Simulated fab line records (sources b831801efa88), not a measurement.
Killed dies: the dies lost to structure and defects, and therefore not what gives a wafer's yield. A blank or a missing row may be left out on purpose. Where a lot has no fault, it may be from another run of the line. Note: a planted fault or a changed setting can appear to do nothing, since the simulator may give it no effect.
A lot that was struck, set against a sound lot / flow gf180mcu / 28 out of 602 route steps
Sound: these wafers, L979.1, L979.2, L979.5. Wafers struck: L973.2, L973.5, L973.6. The cause is named last.
Each step with rows lists, per side, the tool, then ch with its chambers, then its first start. Under that, the readings that differ: sound wafers / struck wafers / difference of the means / sigmas: that difference in standard deviations of wafers without a fault.
alike: readings whose means differ by less than 2 such deviations, and words and numbers that are the same on both sides. not compared: withheld readings, readings that some wafer has no value for, bounds like >300 that may hide the same value, and numbers for which the record gives no deviation and whose values overlap.
Wherever a step has rows on one side only, a row that says differs or no value, or a row with sigmas, the two part there. Numbers that don't overlap but have no deviation are shown without sigmas and don't part them. A reading missing from all wafers of one side parts the sides only when that side holds two or more wafers.

GF_POLY_GATE_THK_MEAS_17:
  sound on film-metro-04 at day 14 15:13; struck on film-metro-04 at day 12 22:26
  alike: POLY_GATE_OXIDATION_THK
GF_POLY_GATE_CD_MEAS_18:
  sound on cd-sem-02 at day 14 15:18; struck on cd-sem-01 at day 12 22:31
  alike: cd-nm
then, 7 steps without rows for these wafers: GF_HV_LDD_DEHYDRATE_00 (time 60 s); GF_HV_LDD_HMDS_01 (prime time 60 s); GF_HV_LDD_COAT_02 (resist thk 1000 nm); GF_HV_LDD_SOFTBAKE_03 (time 60 s); GF_HV_LDD_EXPOSE_04 (exposes mask Nplus LV AREA, target cd 400 nm); GF_HV_LDD_PEB_05; GF_HV_LDD_DEVELOP_06 (develop time 60 s).
GF_HV_LDD_CD_MEAS_07: target cd 400 nm.
  sound on cd-sem-02 at day 15 11:45; struck on cd-sem-02 at day 13 18:18
  alike: cd-nm
GF_HV_LDD_OVL_MEAS_08:
  sound on overlay-02 at day 15 11:52; struck on overlay-01 at day 13 18:25
  alike: HV_LDD_OVL
after that, 1 step had no rows for these wafers: GF_HV_LDD_IMPLANT_09.
GF_HV_LDD_STRIP_10: strips in O2/N2.
  sound on plasma-asher-01 ch 0,1, day 15 12:03; struck on plasma-asher-02 ch 0,1, day 13 18:35
  no value came back on the struck wafers for any of 5 readings (chamber-pressure-mTorr (mTorr), drypump-motor-current-A (A) and others); on the sound wafers chamber-pressure-mTorr (mTorr) reads 1502.2 1501.0 1499.8
reading=model.NOVOLAK_of_HV_LDD_COAT_02.thk-nm (nm); sound=0 0 0; struck=997.1 997.1 995.1; difference=+996.4; sigmas=
  not compared: rf-hours-counter-h
GF_HV_LDD_TW_MEAS_11:
  sound on film-metro-01 at day 15 12:09; struck on film-metro-03 at day 13 18:42
  alike: HV_LDD_TW
then, 7 steps without rows for these wafers: GF_HV_LDD_DEHYDRATE_12 (time 60 s); GF_HV_LDD_HMDS_13 (prime time 60 s); GF_HV_LDD_COAT_14 (resist thk 1000 nm); GF_HV_LDD_SOFTBAKE_15 (time 60 s); GF_HV_LDD_EXPOSE_16 (exposes mask Pplus LV AREA, target cd 400 nm); GF_HV_LDD_PEB_17; GF_HV_LDD_DEVELOP_18 (develop time 60 s).
GF_HV_LDD_CD_MEAS_19: target cd 400 nm.
  sound on cd-sem-01 at day 16 08:36; struck on cd-sem-02 at day 14 15:12
  alike: cd-nm
GF_HV_LDD_OVL_MEAS_20:
  sound on overlay-01 at day 16 08:43; struck on overlay-02 at day 14 15:18
  alike: HV_LDD_01_OVL
after that, 1 step had no rows for these wafers: GF_HV_LDD_IMPLANT_21.
GF_HV_LDD_STRIP_22: strips in O2/N2.
  sound on plasma-asher-01 ch 0,1, day 16 08:54; struck on plasma-asher-02 ch 0,1, day 14 15:29
reading=strip-time-to-endpoint-s (s); sound=12.58 12.59 12.59; struck=27.58 27.59 27.53; difference=+14.98; sigmas=+99 or more
  alike: chamber-pressure-mTorr, drypump-motor-current-A, heater-power-w, oes-product-au
  not compared: rf-hours-counter-h
GF_HV_LDD_TW_MEAS_23:
  sound on film-metro-04 at day 16 09:00; struck on film-metro-03 at day 14 15:35
reading=HV_LDD_2_TW; sound=1038 1039 1039; struck=30 30 30; difference=-1009; sigmas=-99 or more
then, 1 step without rows for these wafers: GF_HV_LDD_DEHYDRATE_24 (time 60 s).
-- the record jumps here: 18 days lie between the struck wafers' starts before and after (it left off in module HV_LDD and takes up again in module PASSIVATION, whose first step shown is number 602 of the route) --
GF_PASSIVATION_PROBE_99:
  record: rows for the struck wafers here (prober-02, day 32 14:11), none for the sound ones

== WHERE THEY PART ==
At GF_HV_LDD_STRIP_10 first; at GF_PASSIVATION_PROBE_99 last (within this record only).

WHY: whatever the simulator had introduced
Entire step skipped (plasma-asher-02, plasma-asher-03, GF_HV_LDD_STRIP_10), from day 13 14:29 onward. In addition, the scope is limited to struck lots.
